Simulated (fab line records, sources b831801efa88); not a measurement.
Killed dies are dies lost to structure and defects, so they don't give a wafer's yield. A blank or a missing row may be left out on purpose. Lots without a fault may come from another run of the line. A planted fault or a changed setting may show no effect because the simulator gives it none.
Chamber matching | flow sky130 | SKY_VIA3_CMP_24 on cmp-01: 4 sister chambers
The step polishes, stops on SiO2, t overpolish 20 s, target thk 0 nm. 4 wafers are shown with their chamber, then 12 later ones without.

WAFERS WITH THEIR CHAMBER
wafer  | chamber | motor_current_A (A)
L086.3 | 3       | 9.7
L088.2 | 2       | 10.8
L088.3 | 0       | 10.7
L088.4 | 1       | 8.9

WAFERS WITHOUT THEIR CHAMBER
wafer  | motor_current_A (A)
L089.2 | 10.0
L089.5 | 9.5
L089.6 | 11.3
L090.3 | 10.1
L090.5 | 10.1
L090.6 | 8.9
L092.2 | 9.0
L092.4 | 11.0
L092.5 | 9.0
L097.4 | 10.0
L097.5 | 11.0
L097.6 | 9.3

WHICH CHAMBER EACH WENT THROUGH
wafer  | from the rows above          | in truth
L089.2 | can't be placed: 3 or 0 or 2 | 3
L089.5 | can't be placed: 3 or 1      | 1
L089.6 | can't be placed: 2 or 0      | 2
L090.3 | can't be placed: 3 or 0 or 2 | 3
L090.5 | can't be placed: 3 or 0 or 2 | 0
L090.6 | 1                            | 1
L092.2 | 1                            | 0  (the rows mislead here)
L092.4 | can't be placed: 2 or 0      | 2
L092.5 | 1                            | 1
L097.4 | can't be placed: 3 or 0 or 2 | 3
L097.5 | can't be placed: 2 or 0      | 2
L097.6 | can't be placed: 3 or 1      | 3
Placed correctly: 2 of 12. Can't be placed from these rows: 9 (the true chamber is among the candidates in 9). Placed wrongly: 1.
How it was worked out, from the rows above alone: a wafer's distance from a chamber is the root of the sum, over the readings, of the square of ((its reading less the chamber's mean) divided by the reading's scatter). The wafer belongs to the nearest chamber; if the next one is less than 2 further off, it can't be placed. A chamber's mean is the mean of its shown wafers. The scatter: with one shown wafer a chamber, the root of the mean of the squares of how far each hidden wafer lies from its nearest shown one.
